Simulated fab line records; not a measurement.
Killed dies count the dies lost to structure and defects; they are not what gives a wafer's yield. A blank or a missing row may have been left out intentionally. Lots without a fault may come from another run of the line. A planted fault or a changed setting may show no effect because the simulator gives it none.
fab line records -- flow gf180mcu -- part 1 of 2: steps 1 to 27 of 36
record lots=5, wafers=15, lastDay=33
route steps=602 shown M1@331 V1@335 M2@362
lots that met no fault: from a run of the same line without faults
startH: hours from the record's first day to the start of the lot's first wafer shown -- waitH: how many hours have passed since the lot's step before this one -- " the same as in the row above -- L1.1+2: a single row standing in for several wafers -- - no value, or no start given -- * or withheld: withheld -- < > ~ a bound
route shown NAME@n: names a module that has steps shown in the file, with the first one's number in the route -- usual: average and standard deviation across the fault-free wafers -- same: alike in all rows -- chamber/n: place in a boat -- sites: readings site by site -- _std_site: how widely they spread, as a standard deviation -- _edge_site: mean of outer sites minus mean of inner sites -- radiusMm: how far each site lies from the wafer's centre -- mask NAME#n: copy n -- behind: tool/chamber where the wafer was last shaped -- hold: reason for holding the lot/hours on hold/outcome of the hold -- device: transistor that didn't switch, given as n, p or np -- end of line: tests run on the same wafers once the route is complete -- a step with no rows: only its recipe -- killed: at the first sort, the dies lost to defects and structure; wafer yield is something else -- map: per-die view of a wafer (x killed, . not killed, _ where there is no die)
set.NAME: the setting the step ran with; set.NAME@STEP: the setting that earlier step ran with -- model.NAME: the simulator's own value behind a step, which no gauge read
a table for each step, a row for each wafer; lots at some steps of the route
services: the hour from which a tool's chamber was out of use, counted from the record's first day as startH (under 0 if before that day), plus the number of hours and why
## steps
# step GF_M1_METAL_ETCH_16
# recipe chemistry=Cl2/BCl3, maskMaterial=KrF, targetDepthNm=750.8, stopOn=SiO2, pressureMtorr=8, icpW=800, biasW=140, Cl2_flow_sccm=80, bcl3FlowSccm=40, timeS=125.1
# usual biasW=140.1/0.42, drypumpMotorCurrentA=6.0/0.55, oesProductAu=0.987/0.0059, throttleValvePct=28.233/0.0097
lot.wafer,tool,chamber,startH,waitH,biasW,drypumpMotorCurrentA,oesProductAu,rfHoursCounterH,throttleValvePct
L075.1,rieMetal-01,1,399.66,0.0,139.9,6.4,0.987,7,28.232
L075.5,rieMetal-01,0,399.66,0.0,140.5,6.5,0.980,-,28.239
L075.6,rieMetal-01,1,399.66,0.0,140.2,6.5,0.996,-,28.230
L076.1,rieMetal-03,1,404.76,0.0,139.6,5.4,0.980,8,28.249
L076.2,rieMetal-03,0,404.76,0.0,139.5,5.0,0.990,1,28.224
L076.4,rieMetal-03,0,404.76,0.0,140.5,5.1,0.984,-,28.223
L084.1,rieMetal-01,0,483.19,0.0,140.8,6.4,0.992,10,28.219
L084.2,rieMetal-01,1,483.19,0.0,140.0,6.5,0.994,9,28.243
L084.4,rieMetal-01,1,483.19,0.0,140.6,6.4,0.976,-,28.232
L089.1,rieMetal-04,1,521.23,0.0,139.6,6.1,0.985,8,28.237
L089.3,rieMetal-04,1,521.23,0.0,139.8,6.1,0.987,-,28.236
L089.5,rieMetal-04,1,521.23,0.0,140.3,6.1,0.979,-,28.237
L090.1,rieMetal-04,1,533.19,0.0,139.5,6.1,0.994,9,28.238
L090.4,rieMetal-04,1,533.19,0.0,140.2,6.1,0.988,-,28.227
L090.5,rieMetal-04,1,533.19,0.0,140.8,6.1,0.979,-,28.220
# step GF_M1_STRIP_17
# recipe chemistry=O2/N2, powerW=1400, pressureMtorr=1500, platenTempC=250, o2FlowSccm=3000, n2FlowSccm=300, overashFraction=0.5
# usual drypumpMotorCurrentA=5.7/0.32, heaterPowerW=368/65, n2FlowSccm=299.9/0.83, oesProductAu=0.539/0.0048, platenTempC=250.00/0.15, stripTimeToEndpointS=7.40/0.045
# same overashFraction=0.5
lot.wafer,tool,chamber,startH,waitH,drypumpMotorCurrentA,heaterPowerW,n2FlowSccm,oesProductAu,platenTempC,rfHoursCounterH,stripTimeToEndpointS
L075.1,plasmaAsher-02,1,399.79,0.1,6.4,372,300.4,0.538,250.17,79,7.40
L075.5,plasmaAsher-02,0,399.79,0.1,6.4,308,298.1,0.541,249.99,-,7.38
L075.6,plasmaAsher-02,1,399.79,0.1,6.4,359,300.1,0.534,250.04,-,7.37
L076.1,plasmaAsher-01,0,404.89,0.1,5.7,306,300.3,0.542,249.80,73,7.47
L076.2,plasmaAsher-01,1,404.89,0.1,5.4,453,300.9,0.537,250.14,73,7.44
L076.4,plasmaAsher-01,1,404.89,0.1,5.4,446,300.4,0.532,250.47,-,7.38
L084.1,plasmaAsher-01,0,483.31,0.1,5.7,314,298.2,0.541,250.26,81,7.38
L084.2,plasmaAsher-01,1,483.31,0.1,5.4,459,300.7,0.546,249.98,81,7.42
L084.4,plasmaAsher-01,0,483.31,0.1,5.7,313,298.8,0.550,250.17,-,7.40
L089.1,plasmaAsher-01,0,521.49,0.2,5.7,315,300.0,0.545,250.01,87,7.39
L089.3,plasmaAsher-01,1,521.49,0.2,5.4,458,300.1,0.542,249.99,-,7.36
L089.5,plasmaAsher-01,0,521.49,0.2,5.7,307,299.5,0.538,249.97,-,7.36
L090.1,plasmaAsher-03,0,533.32,0.1,5.9,322,298.6,0.536,249.78,47,7.35
L090.4,plasmaAsher-03,0,533.32,0.1,5.9,325,299.1,0.535,249.83,-,7.37
L090.5,plasmaAsher-03,0,533.32,0.1,6.0,332,298.9,0.532,250.00,-,7.41
# step GF_M1_STRIP_18
# recipe chemistry=postEtchResidueRemover, timeS=1200, tempC=72.5
lot.wafer,tool,chamber,startH,waitH
L075.1+5+6,wetBench-02,2,399.89,0.1
L076.1+2+4,wetBench-01,3,404.99,0.1
L084.1+2+4,wetBench-03,1,483.41,0.1
L089.1+3+5,wetBench-02,0,521.59,0.1
L090.1+4+5,wetBench-01,2,533.42,0.1
# step GF_M1_CLEAN_19
# recipe chemistry=DIW, dry=n2Spin
lot.wafer,tool,chamber,startH,waitH
L075.1+5+6,wetBench-01,3,400.23,0.0
L076.1+2+4,wetBench-03,1,405.33,0.0
L084.1+2+4,wetBench-02,1,483.76,0.0
L089.1+3+5,wetBench-01,2,521.93,0.0
L090.1+4+5,wetBench-03,2,533.76,0.0
# step GF_V1_CVD_00
# recipe material=SiO2, targetThkNm=600, sigmaOpenFrac=0.3, tempC=400, timeS=100, sih4FlowSccm=60, pressureMtorr=6
# usual sih4FlowSccm=60.02/0.18
lot.wafer,tool,chamber,startH,waitH,sih4FlowSccm
L075.1,hdpcvd-01,1,400.32,0.0,59.76
L075.5,hdpcvd-01,1,400.32,0.0,60.05
L075.6,hdpcvd-01,2,400.32,0.0,59.86
L076.1,hdpcvd-02,2,405.42,0.0,59.88
L076.2,hdpcvd-02,0,405.42,0.0,59.97
L076.4,hdpcvd-02,1,405.42,0.0,60.06
L084.1,hdpcvd-01,0,483.85,0.0,59.84
L084.2,hdpcvd-01,2,483.85,0.0,60.17
L084.4,hdpcvd-01,0,483.85,0.0,59.77
L089.1,hdpcvd-01,2,522.03,0.0,60.22
L089.3,hdpcvd-01,1,522.03,0.0,60.04
L089.5,hdpcvd-01,2,522.03,0.0,60.25
L090.1,hdpcvd-02,1,533.86,0.0,59.89
L090.4,hdpcvd-02,1,533.86,0.0,60.20
L090.5,hdpcvd-02,0,533.86,0.0,59.88
# step GF_V1_THK_MEAS_01
# recipe reads=SiO2_of_V1_CVD_00
# usual V1_CVD_00_THK=600/8.3
lot.wafer,tool,chamber,startH,waitH,V1_CVD_00_THK[nm]
L075.1,filmMetro-01,-,400.40,0.0,621
L075.5,filmMetro-01,-,400.40,0.0,610
L075.6,filmMetro-01,-,400.40,0.0,609
L076.1,filmMetro-04,-,405.50,0.0,592
L076.2,filmMetro-04,-,405.50,0.0,589
L076.4,filmMetro-04,-,405.50,0.0,590
L084.1,filmMetro-04,-,483.92,0.0,611
L084.2,filmMetro-04,-,483.92,0.0,605
L084.4,filmMetro-04,-,483.92,0.0,611
L089.1,filmMetro-04,-,522.10,0.0,610
L089.3,filmMetro-04,-,522.10,0.0,598
L089.5,filmMetro-04,-,522.10,0.0,602
L090.1,filmMetro-03,-,533.93,0.0,597
L090.4,filmMetro-03,-,533.93,0.0,598
L090.5,filmMetro-03,-,533.93,0.0,602
# step GF_V1_CVD_02
# recipe material=SiO2, targetThkNm=850, precursor=TEOS, tempC=400, timeS=94.851, rfW=600
# usual heaterPowerW=676/95
lot.wafer,tool,chamber,startH,waitH,heaterPowerW
L075.1,pecvd-01,2,400.46,0.1,641
L075.5,pecvd-01,2,400.46,0.1,518
L075.6,pecvd-01,0,400.46,0.1,863
L076.1,pecvd-04,2,405.56,0.1,532
L076.2,pecvd-04,0,405.56,0.1,606
L076.4,pecvd-04,1,405.56,0.1,695
L084.1,pecvd-01,2,483.98,0.1,579
L084.2,pecvd-01,1,483.98,0.1,818
L084.4,pecvd-01,1,483.98,0.1,842
L089.1,pecvd-01,2,522.16,0.1,587
L089.3,pecvd-01,1,522.16,0.1,823
L089.5,pecvd-01,2,522.16,0.1,627
L090.1,pecvd-01,2,533.99,0.1,636
L090.4,pecvd-01,2,533.99,0.1,502
L090.5,pecvd-01,0,533.99,0.1,760
# step GF_V1_THK_MEAS_03
# recipe reads=SiO2_of_V1_CVD_02
# usual V1_CVD_02_THK=854/15
lot.wafer,tool,chamber,startH,waitH,V1_CVD_02_THK[nm]
L075.1,filmMetro-04,-,400.53,0.0,845
L075.5,filmMetro-04,-,400.53,0.0,865
L075.6,filmMetro-04,-,400.53,0.0,883
L076.1,filmMetro-01,-,405.63,0.0,842
L076.2,filmMetro-01,-,405.63,0.0,829
L076.4,filmMetro-01,-,405.63,0.0,858
L084.1,filmMetro-04,-,484.05,0.0,853
L084.2,filmMetro-04,-,484.05,0.0,851
L084.4,filmMetro-04,-,484.05,0.0,867
L089.1,filmMetro-03,-,522.23,0.0,857
L089.3,filmMetro-03,-,522.23,0.0,863
L089.5,filmMetro-03,-,522.23,0.0,872
L090.1,filmMetro-03,-,534.06,0.0,854
L090.4,filmMetro-03,-,534.06,0.0,873
L090.5,filmMetro-03,-,534.06,0.0,889
# step GF_V1_CMP_04
# recipe material=SiO2, downForcePsi=4, platenRpm=60, padVelocityMS=0.94248
# usual motorCurrentA=11.2/1.4, retainingRingPressureFrac=1.000/0.0055, slurryFilterDpKPa=13.50/0.14, timeToEndpointS=82/7.5
lot.wafer,tool,chamber,startH,waitH,motorCurrentA,retainingRingPressureFrac,slurryFilterDpKPa,timeToEndpointS
L075.1,cmp-01,0,400.64,0.1,12.9,1.006,13.42,80
L075.5,cmp-01,3,400.64,0.1,11.5,0.996,13.39,83
L075.6,cmp-01,0,400.64,0.1,12.5,0.998,13.34,94
L076.2,cmp-02,2,405.69,0.0,10.0,0.993,13.39,74
L076.4,cmp-02,0,405.69,0.0,12.5,1.008,13.48,81
L076.1,cmp-02,1,405.69,0.0,13.6,0.993,13.44,74
L084.1,cmp-01,1,484.11,0.1,10.0,0.998,13.58,82
L084.2,cmp-01,2,484.11,0.1,9.2,1.000,13.38,77
L084.4,cmp-01,0,484.11,0.1,13.3,0.997,13.33,86
L089.3,cmp-02,1,522.39,0.1,12.7,0.992,13.55,85
L089.1,cmp-02,2,522.39,0.1,9.7,1.011,13.42,89
L089.5,cmp-02,3,522.39,0.1,10.5,1.005,13.55,97
L090.4,cmp-02,1,534.27,0.2,13.6,0.991,13.62,86
L090.1,cmp-02,2,534.27,0.2,9.7,0.998,13.51,86
L090.5,cmp-02,0,534.27,0.2,12.5,0.991,13.43,98
# step GF_V1_BOW_MEAS_05
# recipe mode=bow
# usual V1_BOW=82/7.7
lot.wafer,tool,chamber,startH,waitH,V1_BOW[um]
L075.1,filmMetro-03,-,400.89,0.2,83
L075.5,filmMetro-03,-,400.89,0.2,80
L075.6,filmMetro-03,-,400.89,0.2,95
L076.1,filmMetro-03,-,405.99,0.1,81
L076.2,filmMetro-03,-,405.99,0.1,82
L076.4,filmMetro-03,-,405.99,0.1,86
L084.1,filmMetro-03,-,484.41,0.2,87
L084.2,filmMetro-03,-,484.41,0.2,91
L084.4,filmMetro-03,-,484.41,0.2,87
L089.1,filmMetro-04,-,522.59,0.1,78
L089.3,filmMetro-04,-,522.59,0.1,71
L089.5,filmMetro-04,-,522.59,0.1,73
L090.1,filmMetro-04,-,534.47,0.1,82
L090.4,filmMetro-04,-,534.47,0.1,86
L090.5,filmMetro-04,-,534.47,0.1,85
# step GF_V1_DEHYDRATE_06
# recipe tempC=200, timeS=60
lot.wafer,tool,chamber,startH,waitH
L075.1+5+6,lithoTrack-02,0,412.28,11.4
L076.1+2+4,lithoTrack-01,0,417.25,11.2
L084.1+2+4,lithoTrack-03,0,495.40,11.0
L089.1+3+5,lithoTrack-01,0,533.00,10.4
L090.1+4+5,lithoTrack-01,0,545.50,11.0
# step GF_V1_HMDS_07
# recipe primeTimeS=60, primeTempC=120
lot.wafer,tool,chamber,startH,waitH
L075.1+5+6,lithoTrack-02,0,412.43,0.1
L076.1+2+4,lithoTrack-01,0,417.40,0.1
L084.1+2+4,lithoTrack-03,0,495.55,0.1
L089.1+3+5,lithoTrack-01,0,533.15,0.1
L090.1+4+5,lithoTrack-01,0,545.65,0.1
# step GF_V1_COAT_08
# recipe resist=BARC, tempC=withheld, timeS=withheld, spinRpm=withheld, resistThkNm=withheld
lot.wafer,tool,chamber,startH,waitH
L075.1+5+6,lithoTrack-02,0,412.58,0.1
L076.1+2+4,lithoTrack-01,0,417.55,0.1
L084.1+2+4,lithoTrack-03,0,495.70,0.1
L089.1+3+5,lithoTrack-01,0,533.30,0.1
L090.1+4+5,lithoTrack-01,0,545.80,0.1
# step GF_V1_COAT_09
# recipe resist=KrF, spinRpm=withheld, resistThkNm=1000
lot.wafer,tool,chamber,startH,waitH
L075.1+5+6,lithoTrack-02,0,-,-
L076.1+2+4,lithoTrack-01,0,-,-
L084.1+2+4,lithoTrack-03,0,-,-
L089.1+3+5,lithoTrack-01,0,-,-
L090.1+4+5,lithoTrack-01,0,-,-
# step GF_V1_SOFTBAKE_10
# recipe tempC=130, timeS=60, resist=KrF
lot.wafer,tool,chamber,startH,waitH
L075.1+5+6,lithoTrack-02,0,-,-
L076.1+2+4,lithoTrack-01,0,-,-
L084.1+2+4,lithoTrack-03,0,-,-
L089.1+3+5,lithoTrack-01,0,-,-
L090.1+4+5,lithoTrack-01,0,-,-
# step GF_V1_EXPOSE_11
# recipe maskId=Via1, targetCdNm=260, na=0.68, sourceShape=conventional, sigmaOuter=0.6, doseMj=38
# usual stageVelMmS=499.98/0.26
lot.wafer,tool,chamber,startH,waitH,mask,stageVelMmS
L075.1,krfScanner-02,0,-,-,Via1#0,500.12
L075.5,krfScanner-02,0,-,-,Via1#0,500.06
L075.6,krfScanner-02,0,-,-,Via1#0,499.57
L076.1,krfScanner-02,0,-,-,Via1#0,499.92
L076.2,krfScanner-02,0,-,-,Via1#0,499.76
L076.4,krfScanner-02,0,-,-,Via1#0,500.09
L084.1,krfScanner-01,0,-,-,Via1#0,499.72
L084.2,krfScanner-01,0,-,-,Via1#0,499.73
L084.4,krfScanner-01,0,-,-,Via1#0,499.69
L089.1,krfScanner-01,0,-,-,Via1#0,499.80
L089.3,krfScanner-01,0,-,-,Via1#0,500.25
L089.5,krfScanner-01,0,-,-,Via1#0,500.38
L090.1,krfScanner-02,0,-,-,Via1#0,500.08
L090.4,krfScanner-02,0,-,-,Via1#0,499.30
L090.5,krfScanner-02,0,-,-,Via1#0,500.07
# step GF_V1_PEB_12
# recipe pebTempC=135, pebTimeS=90, resist=KrF
lot.wafer,tool,chamber,startH,waitH
L075.1+5+6,lithoTrack-03,0,-,-
L076.1+2+4,lithoTrack-02,0,-,-
L084.1+2+4,lithoTrack-02,0,-,-
L089.1+3+5,lithoTrack-03,0,-,-
L090.1+4+5,lithoTrack-03,0,-,-
# step GF_V1_DEVELOP_13
# recipe developTimeS=60, resist=KrF, devTempC=21
lot.wafer,tool,chamber,startH,waitH
L075.1+5+6,lithoTrack-03,0,424.50,0.2
L076.1+2+4,lithoTrack-02,0,429.73,0.2
L084.1+2+4,lithoTrack-02,0,507.58,0.2
L089.1+3+5,lithoTrack-03,0,544.65,0.2
L090.1+4+5,lithoTrack-03,0,556.55,0.2
# step GF_V1_CD_MEAS_14
# recipe targetCdNm=260
# usual cdNm=260.3/1.4
lot.wafer,tool,chamber,startH,waitH,cdNm
L075.1,cdSem-01,-,424.65,0.1,260.1
L075.5,cdSem-01,-,424.65,0.1,260.9
L075.6,cdSem-01,-,424.65,0.1,259.2
L076.1,cdSem-02,-,429.88,0.1,258.8
L076.2,cdSem-02,-,429.88,0.1,259.5
L076.4,cdSem-02,-,429.88,0.1,258.3
L084.1,cdSem-02,-,507.73,0.1,262.3
L084.2,cdSem-02,-,507.73,0.1,262.4
L084.4,cdSem-02,-,507.73,0.1,261.9
L089.1,cdSem-02,-,544.80,0.1,261.1
L089.3,cdSem-02,-,544.80,0.1,261.1
L089.5,cdSem-02,-,544.80,0.1,260.7
L090.1,cdSem-02,-,556.70,0.1,262.2
L090.4,cdSem-02,-,556.70,0.1,262.1
L090.5,cdSem-02,-,556.70,0.1,261.5
# step GF_V1_OVL_MEAS_15
# usual V1_OVL=5/5
lot.wafer,tool,chamber,startH,waitH,V1_OVL[nm]
L075.1,overlay-02,-,424.77,0.1,-8
L075.5,overlay-02,-,424.77,0.1,-8
L075.6,overlay-02,-,424.77,0.1,-6
L076.1,overlay-02,-,430.00,0.1,1
L076.2,overlay-02,-,430.00,0.1,-5
L076.4,overlay-02,-,430.00,0.1,1
L084.1,overlay-02,-,507.85,0.1,13
L084.2,overlay-02,-,507.85,0.1,15
L084.4,overlay-02,-,507.85,0.1,11
L089.1,overlay-02,-,544.92,0.1,4
L089.3,overlay-02,-,544.92,0.1,10
L089.5,overlay-02,-,544.92,0.1,5
L090.1,overlay-02,-,556.82,0.1,6
L090.4,overlay-02,-,556.82,0.1,4
L090.5,overlay-02,-,556.82,0.1,1
# step GF_V1_ETCH_16
# recipe chemistry=N2/H2, targetDepthA=withheld, overetchA=withheld, timeS=withheld, target=BARC, ionEnergyEv=200, sourceW=500, biasW=100, pressureMtorr=30, n2FlowSccm=100, h2FlowSccm=200
# usual biasW=99.95/0.29, drypumpMotorCurrentA=5.6/0.47, n2FlowSccm=100.00/0.29, oesProductAu=0.855/0.0048, throttleValvePct=13.224/0.0085
lot.wafer,tool,chamber,startH,waitH,biasW,drypumpMotorCurrentA,n2FlowSccm,oesProductAu,throttleValvePct
L075.1,rieDiel-01,0,424.81,0.0,100.18,5.8,100.26,0.851,13.231
L075.5,rieDiel-01,1,424.81,0.0,100.28,5.2,99.66,0.861,13.223
L075.6,rieDiel-01,0,424.81,0.0,99.72,5.8,100.14,0.849,13.224
L076.1,rieDiel-03,1,430.04,0.0,99.52,4.7,99.91,0.859,13.215
L076.2,rieDiel-03,3,430.04,0.0,99.90,5.3,99.90,0.856,13.237
L076.4,rieDiel-03,2,430.04,0.0,99.42,5.6,99.93,0.850,13.224
L084.1,rieDiel-01,2,507.89,0.0,99.78,4.8,99.39,0.850,13.230
L084.2,rieDiel-01,3,507.89,0.0,99.60,6.0,100.58,0.852,13.239
L084.4,rieDiel-01,1,507.89,0.0,100.21,5.2,100.36,0.855,13.244
L089.1,rieDiel-02,0,544.96,0.0,99.84,6.4,99.78,0.848,13.219
L089.3,rieDiel-02,1,544.96,0.0,100.08,5.6,100.47,0.852,13.225
L089.5,rieDiel-02,3,544.96,0.0,99.86,5.9,100.19,0.856,13.215
L090.1,rieDiel-01,3,556.86,0.0,100.37,6.0,99.95,0.858,13.210
L090.4,rieDiel-01,1,556.86,0.0,99.95,5.2,99.96,0.856,13.227
L090.5,rieDiel-01,3,556.86,0.0,100.67,6.0,100.17,0.862,13.220
# step GF_V1_ETCH_17
# recipe chemistry=C4F8/O2/Ar, maskMaterial=KrF, target=SiO2, stopOn=TiN, sourceW=1500, biasW=1200, pressureMtorr=40, c4f8FlowSccm=withheld, O2_flow_sccm=6, Ar_flow_sccm=300, timeS=withheld, targetDepthA=6300
# usual biasW=1200/3.4, oesProductAu=0.856/0.0051
lot.wafer,tool,chamber,startH,waitH,biasW,oesProductAu
L075.1,rieDiel-01,0,-,-,1201,0.852
L075.5,rieDiel-01,1,-,-,1197,0.860
L075.6,rieDiel-01,0,-,-,1197,0.852
L076.1,rieDiel-03,1,-,-,1202,0.854
L076.2,rieDiel-03,3,-,-,1202,0.859
L076.4,rieDiel-03,2,-,-,1199,0.865
L084.1,rieDiel-01,2,-,-,1204,0.845
L084.2,rieDiel-01,3,-,-,1192,0.849
L084.4,rieDiel-01,1,-,-,1199,0.860
L089.1,rieDiel-02,0,-,-,1199,0.852
L089.3,rieDiel-02,1,-,-,1199,0.855
L089.5,rieDiel-02,3,-,-,1199,0.856
L090.1,rieDiel-01,3,-,-,1202,0.859
L090.4,rieDiel-01,1,-,-,1205,0.855
L090.5,rieDiel-01,3,-,-,1206,0.861
# step GF_V1_STRIP_18
# recipe chemistry=O2/N2, powerW=1400, pressureMtorr=1500, platenTempC=250, o2FlowSccm=3000, n2FlowSccm=300, overashFraction=0.5
# usual drypumpMotorCurrentA=5.9/0.38, heaterPowerW=348/53, n2FlowSccm=300.0/0.87, oesProductAu=0.593/0.0044, platenTempC=250.00/0.2
# same overashFraction=0.5
lot.wafer,tool,chamber,startH,waitH,drypumpMotorCurrentA,heaterPowerW,n2FlowSccm,oesProductAu,platenTempC,rfHoursCounterH
L075.1,plasmaAsher-01,1,424.94,-,5.4,450,300.7,0.588,250.35,75
L075.5,plasmaAsher-01,0,424.94,-,5.7,307,300.0,0.592,250.12,-
L075.6,plasmaAsher-01,1,424.94,-,5.4,463,300.9,0.602,250.03,-
L076.1,plasmaAsher-04,1,430.17,-,6.2,286,299.0,0.589,250.09,62
L076.2,plasmaAsher-04,0,430.17,-,6.7,330,299.0,0.592,250.12,62
L076.4,plasmaAsher-04,0,430.17,-,6.7,339,299.7,0.592,250.18,-
L084.1,plasmaAsher-03,1,508.02,-,5.8,376,299.5,0.596,250.25,43
L084.2,plasmaAsher-03,0,508.02,-,5.9,330,300.6,0.589,250.14,43
L084.4,plasmaAsher-03,0,508.02,-,6.0,317,300.4,0.588,250.14,-
L089.1,plasmaAsher-01,0,545.09,-,5.7,308,300.7,0.590,250.00,90
L089.3,plasmaAsher-01,1,545.09,-,5.4,460,299.3,0.592,250.10,-
L089.5,plasmaAsher-01,1,545.09,-,5.4,450,301.1,0.592,250.14,-
L090.1,plasmaAsher-01,1,556.99,-,5.4,445,300.2,0.590,249.84,91
L090.4,plasmaAsher-01,1,556.99,-,5.4,459,301.3,0.597,249.91,-
L090.5,plasmaAsher-01,1,556.99,-,5.4,446,301.1,0.587,249.75,-
# step GF_V1_STRIP_19
# recipe chemistry=postEtchResidueRemover, timeS=1200, tempC=72.5
lot.wafer,tool,chamber,startH,waitH
L075.1+5+6,wetBench-02,2,425.04,0.1
L076.1+2+4,wetBench-04,0,430.27,0.1
L084.1+2+4,wetBench-02,3,508.12,0.1
L089.1+3+5,wetBench-02,0,545.19,0.1
L090.1+4+5,wetBench-04,2,557.09,0.1
# step GF_V1_CLEAN_20
# recipe chemistry=DIW, dry=n2Spin
lot.wafer,tool,chamber,startH,waitH
L075.1+5+6,wetBench-01,2,425.38,0.0
L076.1+2+4,wetBench-02,3,430.61,0.0
L084.1+2+4,wetBench-01,3,508.49,0.0
L089.1+3+5,wetBench-01,3,545.53,0.0
L090.1+4+5,wetBench-01,3,557.43,0.0
# step GF_V1_SPUTTER_21
# recipe material=Ti, targetThkNm=15, chamberPressurePa=5, powerW=2500, substrateTempC=200, timeS=80.02
# usual throttleValvePct=30.5/1.3
lot.wafer,tool,chamber,startH,waitH,throttleValvePct
L075.1,pvdSputter-01,-,425.56,0.0,31.6
L075.5,pvdSputter-01,-,425.56,0.0,31.5
L075.6,pvdSputter-01,-,425.56,0.0,29.7
L076.1,pvdSputter-04,-,430.70,0.0,31.5
L076.2,pvdSputter-04,-,430.70,0.0,32.7
L076.4,pvdSputter-04,-,430.70,0.0,30.1
L084.1,pvdSputter-03,-,508.58,0.0,27.7
L084.2,pvdSputter-03,-,508.58,0.0,29.6
L084.4,pvdSputter-03,-,508.58,0.0,29.7
L089.1,pvdSputter-04,-,545.62,0.0,30.1
L089.3,pvdSputter-04,-,545.62,0.0,29.7
L089.5,pvdSputter-04,-,545.62,0.0,29.6
L090.1,pvdSputter-01,-,557.52,0.0,31.5
L090.4,pvdSputter-01,-,557.52,0.0,29.7
L090.5,pvdSputter-01,-,557.52,0.0,31.7
# step GF_V1_SPUTTER_22
# recipe material=TiN, targetThkNm=10, chamberPressurePa=5, powerW=4000, timeS=40
# usual throttleValvePct=30.5/1.3
lot.wafer,tool,chamber,startH,waitH,throttleValvePct
L075.1,pvdSputter-01,-,425.63,0.0,31.6
L075.5,pvdSputter-01,-,425.63,0.0,31.8
L075.6,pvdSputter-01,-,425.63,0.0,29.5
L076.1,pvdSputter-04,-,430.76,0.0,31.5
L076.2,pvdSputter-04,-,430.76,0.0,32.8
L076.4,pvdSputter-04,-,430.76,0.0,30.1
L084.1,pvdSputter-03,-,508.64,0.0,28.1
L084.2,pvdSputter-03,-,508.64,0.0,29.7
L084.4,pvdSputter-03,-,508.64,0.0,29.6
L089.1,pvdSputter-04,-,545.68,0.0,30.2
L089.3,pvdSputter-04,-,545.68,0.0,29.8
L089.5,pvdSputter-04,-,545.68,0.0,30.0
L090.1,pvdSputter-01,-,557.58,0.0,31.3
L090.4,pvdSputter-01,-,557.58,0.0,29.7
L090.5,pvdSputter-01,-,557.58,0.0,31.3
